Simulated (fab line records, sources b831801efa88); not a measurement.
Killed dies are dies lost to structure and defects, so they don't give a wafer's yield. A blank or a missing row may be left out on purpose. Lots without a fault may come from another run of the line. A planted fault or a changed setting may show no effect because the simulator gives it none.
A struck lot beside a sound one | flow sky130 | 17 steps out of a route of 708
Sound: wafers L763.2, L763.4, L763.5. Struck: wafers L780.3, L780.4, L780.6. The cause comes at the end.
At each step with rows: each side's tool, then ch and its chambers, then its first start. Under that, the readings that differ: sound wafers | struck wafers | difference of the means | sigmas: that difference in standard deviations of wafers without a fault.
alike: readings whose means differ by less than 2 such deviations, and words and numbers that are the same on both sides. not compared: withheld readings, readings that some wafer has no value for, bounds like >300 that may hide the same value, and numbers for which the record gives no deviation and whose values overlap.
The two part at a step that has a row with sigmas, a row that says differs or no value, or rows on one side only. Numbers that don't overlap but have no deviation are shown without sigmas and don't part them. A reading that every wafer of one side lacks parts them only if that side has two wafers or more.

first, 3 steps without rows for these wafers: SKY_VIA2_EXPOSE_09 (exposes mask VIM2, target cd 200 nm); SKY_VIA2_PEB_10; SKY_VIA2_DEVELOP_11 (develop time 60 s).
SKY_VIA2_CD_MEAS_12: target cd 200 nm.
  sound on cd_sem-01, day 37 19:30; struck on cd_sem-01, day 43 14:07
  alike: cd_nm
SKY_VIA2_OVL_MEAS_13:
  sound on overlay-02, day 37 19:36; struck on overlay-01, day 43 14:13
  alike: VIA2_OVL
SKY_VIA2_ETCH_14: etches BARC in N2/H2, stops on SiO2, time 45.9 s, target depth 60 nm.
  sound on rie_diel-01 ch 1,2,3, day 37 19:38; struck on rie_diel-04 ch 0,1,3, day 43 14:14
  alike: drypump_motor_current_A, oes_product_au, throttle_valve_pct
  not compared: rf_hours_counter_h
SKY_VIA2_ETCH_15: etches SiO2 in C4F8/O2/Ar, stops on TiN, target depth 546 nm, time 84 s.
  sound on rie_diel-01 ch 1,2,3, day 37 19:41; struck on rie_diel-04 ch 0,1,3, day 43 14:17
  alike: oes_product_au
  not compared: rf_hours_counter_h
SKY_VIA2_STRIP_16: strips in O2/N2.
  sound on plasma_asher-03 ch 0,1, day 37 19:44; struck on plasma_asher-03 ch 0,1, day 43 14:22
  alike: drypump_motor_current_A, oes_product_au, strip_time_to_endpoint_s
  not compared: rf_hours_counter_h
then, 3 steps without rows for these wafers: SKY_VIA2_STRIP_17 (strips in post etch residue remover, time 1200 s); SKY_VIA2_CLEAN_18 (cleans in IPA, time 180 s); SKY_VIA2_CLEAN_19 (cleans in O3/DIW).
SKY_VIA2_SPUTTER_20: material TiN, target thk 20 nm, time 80 s.
  sound on pvd_sputter-01, day 37 20:20; struck on pvd_sputter-01, day 43 14:56
  alike: throttle_valve_pct
SKY_VIA2_CVD_21: deposits W, target thk 420 nm, time 126.4 s.
  sound on cvd_w-01 ch 0,1, day 37 20:23; struck on cvd_w-01 ch 0, day 43 15:05
  reading                            | sound             | struck            | difference | sigmas
  chamber_pressure_Torr (Torr)       | 40.15 39.95 39.93 | 34.80 34.74 34.70 | -5.26      | -59
  model.W_of_VIA2_CVD_21.thk_nm (nm) | 421.9 422.5 419.7 | 392.3 387.3 389.4 | -31.7      |
  alike: heater_power_w
SKY_VIA2_RS_MEAS_22: measures by four-point-probe.
  sound on film_metro-03, day 37 20:32; struck on film_metro-02, day 43 15:17
  reading            | sound                | struck               | difference | sigmas
  VIA2_W_RS (ohm/sq) | 0.2714 0.2707 0.2724 | 0.2926 0.2964 0.2950 | +0.0232    | +9
SKY_VIA2_THK_MEAS_23: measures by xrf.
  sound on film_metro-03, day 37 20:39; struck on film_metro-02, day 43 15:23
  reading         | sound       | struck      | difference | sigmas
  VIA2_W_THK (nm) | 439 441 437 | 398 391 393 | -45        | -6
SKY_VIA2_CMP_24: polishes, stops on SiO2, t overpolish 20 s, target thk 0 nm.
  sound on cmp-02 ch 1,2,3, day 37 23:37; struck on cmp-02 ch 0,1,2, day 43 15:32
  alike: motor_current_A
SKY_PAD_OPEN_PROBE_99:
  the record has rows for the sound wafers here (prober-01, day 47 01:18) and none for the struck ones

WHERE THEY PART
First at SKY_VIA2_CVD_21; last, within this record, at SKY_PAD_OPEN_PROBE_99.

WHY: what the simulator had put in
Process parameter drift: cvd_w-01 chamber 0, from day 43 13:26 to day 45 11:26, at SKY_VIA2_CVD_21. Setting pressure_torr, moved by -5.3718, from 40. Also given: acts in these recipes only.
